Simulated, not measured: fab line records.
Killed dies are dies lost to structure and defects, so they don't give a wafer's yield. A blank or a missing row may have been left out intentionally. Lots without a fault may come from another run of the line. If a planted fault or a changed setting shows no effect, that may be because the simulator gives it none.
Which tool did it? | flow sky130 | 12 lots, 36 wafers sampled, at 6 steps of a route of 708

## WHAT EACH GAUGE READ, for each wafer
SKY_LDD_LDN_OVL_MEAS_07. Usual: LDD_LDN_OVL gives -0.2 nm (standard deviation 1.4).
lot  | measured     | on         | LDD_LDN_OVL (nm) | flag
L193 | day 23 06:19 | overlay-01 | -1.4 -1.5 -0.5   |
L196 | day 24 13:23 | overlay-02 | -0.6 0.4 -1.2    |
L198 | day 25 13:16 | overlay-01 | - - -            | OFF
L199 | day 25 18:52 | overlay-02 | 1.1 3.1 0.2      |
L207 | day 29 04:25 | overlay-01 | 0.0 -0.3 -0.9    |
L209 | day 29 05:50 | overlay-02 | 0.0 2.0 1.0      |
L206 | day 29 08:44 | overlay-02 | -0.9 -2.1 -2.0   |
L210 | day 29 12:07 | overlay-02 | -1.7 -1.6 -2.7   |
L211 | day 29 17:52 | overlay-02 | -1.6 -0.6 -2.3   |
L213 | day 30 04:59 | overlay-02 | 0.1 1.2 0.8      |
L214 | day 30 19:34 | overlay-01 | -0.7 0.0 -0.8    |
L215 | day 30 22:11 | overlay-01 | -1.9 -0.4 -0.8   |

SKY_LDD_LDN_TW_MEAS_13. Usual: LDD_LDN_TW gives 1490 (standard deviation 7.6).
lot  | measured     | on            | LDD_LDN_TW     | flag
L193 | day 23 07:04 | film_metro-02 | 1490 1501 1493 |
L196 | day 24 14:07 | film_metro-04 | 1478 1485 1482 |
L198 | day 25 14:01 | film_metro-01 | 30 30 30       | OFF
L199 | day 25 19:37 | film_metro-04 | 1495 1497 1493 |
L207 | day 29 05:10 | film_metro-02 | 1499 1496 1498 |
L209 | day 29 06:34 | film_metro-04 | 1484 1493 1495 |
L206 | day 29 09:28 | film_metro-01 | 1488 1490 1480 |
L210 | day 29 12:52 | film_metro-04 | 1489 1491 1492 |
L211 | day 29 18:37 | film_metro-02 | 1494 1497 1489 |
L213 | day 30 05:44 | film_metro-04 | 1490 1487 1479 |
L214 | day 30 20:19 | film_metro-02 | 1501 1493 1498 |
L215 | day 30 22:55 | film_metro-01 | 1476 1488 1489 |

SKY_CONTACT_CD_MEAS_14 targets a cd of 170 nm. Usual: cd_nm 170.1 nm, standard deviation 1.9.
lot  | measured     | on        | cd_nm (nm)        | flag
L193 | day 31 21:28 | cd_sem-02 | 171.4 171.8 171.5 |
L196 | day 33 02:53 | cd_sem-02 | 171.1 169.8 169.3 |
L198 | day 33 23:52 | cd_sem-01 | 170.1 169.4 170.5 |
L199 | day 34 05:05 | cd_sem-02 | 174.2 171.9 172.2 |
L207 | day 37 08:44 | cd_sem-01 | 169.0 170.1 169.8 |
L209 | day 37 09:34 | cd_sem-02 | 172.2 171.8 171.7 |
L206 | day 37 12:32 | cd_sem-01 | 170.7 170.8 170.5 |
L210 | day 37 17:29 | cd_sem-02 | 168.7 168.2 167.9 |
L211 | day 37 18:59 | cd_sem-01 | 171.1 171.0 172.1 |
L213 | day 38 06:02 | cd_sem-01 | 168.7 167.7 166.9 |
L214 | day 38 20:44 | cd_sem-01 | 167.8 168.5 168.0 |
L215 | day 38 21:56 | cd_sem-01 | 170.4 168.9 171.5 |

SKY_VIA2_THK_MEAS_01. Usual: VIA2_HDPCVD_THK gives 1179 nm (standard deviation 13).
lot  | measured     | on            | VIA2_HDPCVD_THK (nm) | flag
L193 | day 35 10:57 | film_metro-01 | 1188 1186 1194       |
L196 | day 36 15:31 | film_metro-04 | 1159 1170 1158       |
L198 | day 37 12:37 | film_metro-04 | 1205 1182 1177       |
L199 | day 37 17:45 | film_metro-04 | 1174 1163 1161       |
L207 | day 40 17:36 | film_metro-01 | 1150 1187 1170       |
L209 | day 40 18:36 | film_metro-04 | 1166 1192 1167       |
L206 | day 40 21:18 | film_metro-04 | 1187 1199 1170       |
L210 | day 41 02:48 | film_metro-04 | 1183 1172 1183       |
L211 | day 41 03:42 | film_metro-02 | 1177 1187 1161       |
L213 | day 41 13:28 | film_metro-02 | 1174 1188 1178       |
L214 | day 42 04:45 | film_metro-02 | 1182 1177 1163       |
L215 | day 42 06:33 | film_metro-01 | 1173 1173 1168       |

## EACH LOT AND THE TOOL THAT RAN IT (in order: tool; ch and the chambers of the sampled wafers; start)
lot  | SKY_LDD_LDN_EXPOSE_04               | SKY_CONTACT_ETCH_16
L193 | iline_stepper-01 ch 0, day 22 14:41 | rie_diel-04 ch 0,1,3, day 31 21:38
L196 | iline_stepper-02 ch 0, day 23 22:14 | rie_diel-04 ch 1,2,3, day 33 03:02
L198 | iline_stepper-01 ch 0, day 24 22:55 | rie_diel-03 ch 0,1, day 34 00:02
L199 | iline_stepper-01 ch 0, day 25 03:52 | rie_diel-04 ch 0,2,3, day 34 05:15
L207 | iline_stepper-02 ch 0, day 28 14:48 | rie_diel-03 ch 1,3, day 37 08:54
L209 | iline_stepper-01 ch 0, day 28 16:13 | rie_diel-02 ch 2,3, day 37 09:42
L206 | iline_stepper-01 ch 0, day 28 18:25 | rie_diel-02 ch 1,3, day 37 12:42
L210 | iline_stepper-02 ch 0, day 28 22:19 | rie_diel-02 ch 2,3, day 37 17:38
L211 | iline_stepper-02 ch 0, day 29 04:13 | rie_diel-03 ch 0,1,3, day 37 19:08
L213 | iline_stepper-01 ch 0, day 29 15:06 | rie_diel-03 ch 0,3, day 38 06:08
L214 | iline_stepper-01 ch 0, day 30 05:55 | rie_diel-02 ch 0,1,3, day 38 20:54
L215 | iline_stepper-01 ch 0, day 30 08:35 | rie_diel-03 ch 0,1, day 38 22:05
- SKY_LDD_LDN_EXPOSE_04: exposes mask LDNTM, target cd 700 nm.
- SKY_CONTACT_ETCH_16: etches BARC in N2/H2, stops on SiO2, time 45.9 s, target depth 60 nm.

## AS READ BY THE TOOLS THEMSELVES (means over the sampled wafers that have a number; for cases with no such wafer, the mark the record gives instead)
SKY_CONTACT_ETCH_16. Usual: drypump_motor_current_A 5.5 A, standard deviation 0.39; oes_product_au 0.855 a.u., standard deviation 0.0049; throttle_valve_pct 13.225 %, standard deviation 0.0093.
lot  | tool        | drypump_motor_current_A (A) | oes_product_au (a.u.) | throttle_valve_pct (%) | flag
L193 | rie_diel-04 | 5.2                         | 0.851                 | 13.221                 |
L196 | rie_diel-04 | 5.3                         | 0.854                 | 13.212                 |
L198 | rie_diel-03 | 5.7                         | 0.851                 | 13.225                 |
L199 | rie_diel-04 | 5.1                         | 0.855                 | 13.223                 |
L207 | rie_diel-03 | 5.4                         | 0.855                 | 13.226                 |
L209 | rie_diel-02 | 6.1                         | 0.857                 | 13.225                 |
L206 | rie_diel-02 | 5.8                         | 0.853                 | 13.223                 |
L210 | rie_diel-02 | 6.1                         | 0.855                 | 13.219                 |
L211 | rie_diel-03 | 5.6                         | 0.859                 | 13.222                 |
L213 | rie_diel-03 | 5.7                         | 0.857                 | 13.227                 |
L214 | rie_diel-02 | 5.8                         | 0.860                 | 13.227                 |
L215 | rie_diel-03 | 5.6                         | 0.853                 | 13.231                 |

## THE ANSWER, worked out from the rows above alone
Rule: lot off if the mean of its wafers having a number is beyond 3 standard deviations from the usual mean. Also off: a lot with no number at a reading for which 4 or more lots have one. Where the step has rows for the other lots, those lots are counted as sound. The gauges are gone through in route order, then the tools' own readings, and for those a lot's mean is taken as printed above. The first step at which some lot is off is used, and at that step the reading that is off furthest; a lot without a number counts as furthest.
Off: L198, seen at SKY_LDD_LDN_OVL_MEAS_07 (LDD_LDN_OVL). Without a number there: L198.
A tool fits if, at a process step before that reading, it ran every lot that is off, and no sound lot after the first of them. Not tried: the gauges at SKY_LDD_LDN_OVL_MEAS_07; whatever is off there is also off at SKY_LDD_LDN_TW_MEAS_13, on other tools, and gauge error can't account for it. None of those tried fits.

## WHAT WAS PUT IN BY THE SIMULATOR
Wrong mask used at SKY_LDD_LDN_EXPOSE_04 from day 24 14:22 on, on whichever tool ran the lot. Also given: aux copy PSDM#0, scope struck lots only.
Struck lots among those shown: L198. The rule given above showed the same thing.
